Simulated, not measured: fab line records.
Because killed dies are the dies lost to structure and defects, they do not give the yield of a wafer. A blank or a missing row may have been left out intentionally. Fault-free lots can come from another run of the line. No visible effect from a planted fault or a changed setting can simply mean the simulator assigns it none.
What tool caused it? || flow gf180mcu || 6 lots with 18 wafers sampled at 2 steps, on a route of 602 steps

## WHAT EACH GAUGE READ, for each wafer
GF_HV_LDD_TW_MEAS_23.
{"lot": "L586", "measured": "day 11 03:47", "on": "film-metro-01", "HV_LDD_2_TW": "1057 1054 1057"}
{"lot": "L588", "measured": "day 12 00:26", "on": "film-metro-02", "HV_LDD_2_TW": "1066 1065 1066"}
{"lot": "L596", "measured": "day 14 11:05", "on": "film-metro-01", "HV_LDD_2_TW": "1084 1085 1079"}
{"lot": "L599", "measured": "day 15 09:19", "on": "film-metro-04", "HV_LDD_2_TW": "1039 1044 1042"}
{"lot": "L603", "measured": "day 16 18:51", "on": "film-metro-02", "HV_LDD_2_TW": "1064 1061 1067"}
{"lot": "L607", "measured": "day 17 20:25", "on": "film-metro-02", "HV_LDD_2_TW": "1052 1055 1056"}

## WHICH TOOL RAN EACH LOT (tool, then ch and the chambers of the sampled wafers, then the start)
{"lot": "L586", "GF_HV_LDD_IMPLANT_21": "implanter-03 ch 0, day 11 03:32"}
{"lot": "L588", "GF_HV_LDD_IMPLANT_21": "implanter-02 ch 0, day 12 00:11"}
{"lot": "L596", "GF_HV_LDD_IMPLANT_21": "implanter-01 ch 0, day 14 10:52"}
{"lot": "L599", "GF_HV_LDD_IMPLANT_21": "implanter-03 ch 0, day 15 09:06"}
{"lot": "L603", "GF_HV_LDD_IMPLANT_21": "implanter-03 ch 0, day 16 18:36"}
{"lot": "L607", "GF_HV_LDD_IMPLANT_21": "implanter-03 ch 0, day 17 20:10"}
- GF_HV_LDD_IMPLANT_21

## THE ANSWER, worked out from the rows above alone
Rule: the lots themselves supply what counts as usual. Put in order of their means at a reading, lots are off if they are a third of the lots or fewer, leave a main group of 4 or more, and stand apart from it by a gap of 3 or more times the standard deviation of the main group's means; of several such gaps the widest counts. Not used: any main group whose means are identical at the precision the tables above print for the reading. Also off: a lot with no number at a reading for which 4 or more lots have one. The other lots that the step has rows for count as sound.
No lot is off at any reading shown: from this, nothing can be told.

## WHAT THE SIMULATOR HAD PUT IN
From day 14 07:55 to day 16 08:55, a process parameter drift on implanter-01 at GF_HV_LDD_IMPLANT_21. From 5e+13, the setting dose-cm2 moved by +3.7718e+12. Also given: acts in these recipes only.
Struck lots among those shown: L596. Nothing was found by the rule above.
